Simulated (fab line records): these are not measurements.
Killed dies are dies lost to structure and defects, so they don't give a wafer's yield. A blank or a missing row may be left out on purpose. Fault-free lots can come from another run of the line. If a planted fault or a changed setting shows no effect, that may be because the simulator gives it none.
A lot that was struck, set against a sound lot ; flow sky130 ; 16 steps out of a route of 708
Sound: these wafers, L234.1, L234.2, L234.6. Wafers L247.3, L247.4, L247.5 were the ones struck. The cause is named last.
Each step with rows lists, per side, the tool, then ch with its chambers, then its first start. Under that, the readings that differ: sound wafers ; struck wafers ; difference of the means ; sigmas: that difference in standard deviations of wafers without a fault.
alike: same words and numbers on both sides, and readings whose means sit less than 2 such deviations apart. not compared: any withheld reading, any reading some wafer has no value for, any bound like >300 that may hide the same value, and any number with overlapping values for which the record gives no deviation.
Wherever a step has rows on one side only, a row that says differs or no value, or a row with sigmas, the two part there. Non-overlapping numbers with no deviation appear without sigmas and do not part them. Lack of a reading on every wafer of one side parts them only where that side has two or more wafers.

first, 7 steps without rows for these wafers: SKY_METAL3_HMDS_06 (prime time 60 s); SKY_METAL3_COAT_07 (resist thk 60 nm); SKY_METAL3_COAT_08 (resist thk 1140 nm); SKY_METAL3_SOFTBAKE_09 (time 90 s); SKY_METAL3_EXPOSE_10 (exposes mask MM3, target cd 300 nm); SKY_METAL3_PEB_11; SKY_METAL3_DEVELOP_12 (develop time 60 s).
SKY_METAL3_CD_MEAS_13: target cd 300 nm.
  sound on cdSem-02 at day 38 13:05; struck on cdSem-01 at day 42 08:55
  alike: cdNm
SKY_METAL3_OVL_MEAS_14:
  sound on overlay-01 at day 38 13:12; struck on overlay-02 at day 42 09:01
reading;sound;struck;difference;sigmas
METAL3_OVL (nm);15 9 8;4 0 -5;-11;-2
SKY_METAL3_DESCUM_15: chemistry O2, time 8 s.
  sound on rieMetal-02 ch 0,1, day 38 13:14; struck on rieMetal-01 ch 0,1, day 42 09:02
  alike: drypumpMotorCurrentA, oesProductAu
  not compared: rfHoursCounterH
SKY_METAL3_ETCH_16: etches BARC in N2/H2, stops on SiO2, time 88.2 s, target depth 60 nm.
  sound on rieMetal-02 ch 0,1, day 38 13:16; struck on rieMetal-01 ch 0,1, day 42 09:06
  alike: drypumpMotorCurrentA, h2FlowSccm, oesProductAu, throttleValvePct
  not compared: rfHoursCounterH
SKY_METAL3_ETCH_17: etches SiO2 in C4F8/O2/Ar, stops on TiN, time 3.9 s, target depth 15 nm.
  sound on rieDiel-04 ch 1,2,3, day 38 13:22; struck on rieDiel-04 ch 0,3, day 42 09:10
  alike: oesProductAu
  not compared: rfHoursCounterH
SKY_METAL3_METAL_ETCH_18: etches the open film in Cl2/BCl3, stops on SiO2, target depth 845 nm, time 183.1 s.
  sound on rieMetal-04 ch 0,1, day 38 13:23; struck on rieMetal-02 ch 0,1, day 42 09:14
reading;sound;struck;difference;sigmas
oesProductAu (a.u.);0.862 0.866 0.870;0.834 0.847 0.847;-0.023;-4
model.KrF-thick_of_METAL3_COAT_08.thkNm (nm);521.8 525.6 524.5;676.1 658.7 657.7;+140.2;
model.METAL3.featureDepthNm (nm);863.9 863.2 868.1;795 829 829.1;-47;
model.etch.depthNm (nm);863.9 863.2 868.1;795 829 829.1;-47;
  alike: drypumpMotorCurrentA, mfcCl2Sccm, throttleValvePct
  not compared: rfHoursCounterH
SKY_METAL3_STRIP_19: strips in O2/N2.
  sound on plasmaAsher-01 ch 0,1, day 38 13:34; struck on plasmaAsher-03 ch 0,1, day 42 09:23
reading;sound;struck;difference;sigmas
oesProductAu (a.u.);0.502 0.501 0.507;0.559 0.552 0.555;+0.052;+9
stripTimeToEndpointS (s);6.48 6.52 6.51;8.01 7.82 7.82;+1.38;+21
  alike: drypumpMotorCurrentA
  not compared: rfHoursCounterH
then, 1 step without rows for these wafers: SKY_METAL3_STRIP_20 (strips in post etch residue remover, time 1200 s).
-- the record jumps here: 6 days lie between the struck wafers' starts before and after (it left off in module METAL3 and takes up again in module PAD_OPEN, whose first step shown is number 708 of the route) --
SKY_PAD_OPEN_PROBE_99:
  sound on prober-01 at day 45 17:50; struck on prober-02 at day 48 20:29
reading;sound;struck;difference;sigmas
defectLimitedYield (%);81.5 82.7 85.0;0 1.4 2.8;-82;-45
killed_at_M0_to_M3;46 41 43;460 440 428;+399;+63
killedDies;91 85 74;492 485 478;+402;+46
killedOnRim;12 12 23;96 94 89;+77;+20
sort_bin_5_function (%);11.6 8.9 10.0;94.7 91.7 90.2;+82.0;+55
sortNPass;401 407 418;0 7 14;-402;-46
sortYieldPct (%);81.5 82.7 85.0;0 1.4 2.8;-82;-45
  alike: killed_at_M4_up, killedAtContacts, killedAtFrontEnd, killedAtOther, killedOpen, killedShort, sort_bin_3_pad_short, sort_bin_6_memory

## WHERE THEY PART
Earliest at SKY_METAL3_OVL_MEAS_14; latest, in this record, at SKY_PAD_OPEN_PROBE_99.

WHY: what the simulator had put in
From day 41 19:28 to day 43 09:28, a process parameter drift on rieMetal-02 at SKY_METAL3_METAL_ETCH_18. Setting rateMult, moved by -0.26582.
